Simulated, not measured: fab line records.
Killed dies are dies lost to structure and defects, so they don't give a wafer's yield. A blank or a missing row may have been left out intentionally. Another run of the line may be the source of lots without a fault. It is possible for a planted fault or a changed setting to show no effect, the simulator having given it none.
One fault seen from 2 desks + flow sky130 + each desk holds nothing but its own numbers, with what lay behind them at the end

FROM THE METROLOGY DESK
What the gauges read for every lot (on any tool): the sampled wafers with a number, averaged. If a lot's mean is further than 4 standard deviations from the usual mean, the lot is out of limits and carries the mark OUT (the distance appears in the brackets).
Columns: A = cd nm at SKY_LOCAL_INTERCONNECT_CD_MEAS_11, usual 170.8 nm; B = LOCAL_INTERCONNECT_OVL at SKY_LOCAL_INTERCONNECT_OVL_MEAS_12, usual -4 nm; C = CONTACT_CVD_00_THK at SKY_CONTACT_THK_MEAS_01, usual 75.1 nm; D = CONTACT_HDPCVD_THK at SKY_CONTACT_THK_MEAS_03, usual 564 nm; E = CONTACT_BOW at SKY_CONTACT_BOW_MEAS_05, usual 81 um; F = cd nm at SKY_CONTACT_CD_MEAS_14, usual 169.5 nm; G = CONTACT_OVL at SKY_CONTACT_OVL_MEAS_15, usual 2 nm
| lot  | first seen here | A     | B   | C    | D   | E  | F     | G  |
|------|-----------------|-------|-----|------|-----|----|-------|----|
| L889 | day 30 07:03    | 173.0 | -3  | 73.8 | 558 | 84 | 172.0 | 2  |
| L896 | day 32 22:24    | 171.2 | 0   | 74.5 | 558 | 82 | 168.8 | -3 |
| L905 | day 35 14:37    | 170.4 | -10 | 75.5 | 567 | 71 | 166.8 | 2  |
| L908 | day 36 14:02    | 171.2 | 0   | 79.1 | 562 | 83 | 171.1 | -1 |
| L910 | day 37 16:27    | 171.9 | -4  | 73.6 | 563 | 81 | 170.8 | 5  |
This desk's verdict: no lot among the 5 shows anything out of limits.

AT THE TOOL OWNER'S DESK: pecvd-04
The tool's own readings at SKY_CONTACT_CVD_00 (deposits Si3N4, target thk 75 nm): means of the sampled wafers that have a number, for each lot that ran on this tool. If a lot's mean is further than 4 standard deviations from the usual mean, the lot is out of limits and carries the mark OUT (the distance appears in the brackets).
Columns: A = heater power w at SKY_CONTACT_CVD_00, usual 712 W
| lot  | first seen here | A   |
|------|-----------------|-----|
| L896 | day 32 23:14    | 598 |
| L908 | day 36 14:52    | 653 |
This desk's verdict: no lot among the 2 shows anything out of limits.

BROUGHT TOGETHER
Nothing out of limits was seen by the metrology desk.
The tool owner's desk saw nothing out of limits.

WHAT THE SIMULATOR PUT IN
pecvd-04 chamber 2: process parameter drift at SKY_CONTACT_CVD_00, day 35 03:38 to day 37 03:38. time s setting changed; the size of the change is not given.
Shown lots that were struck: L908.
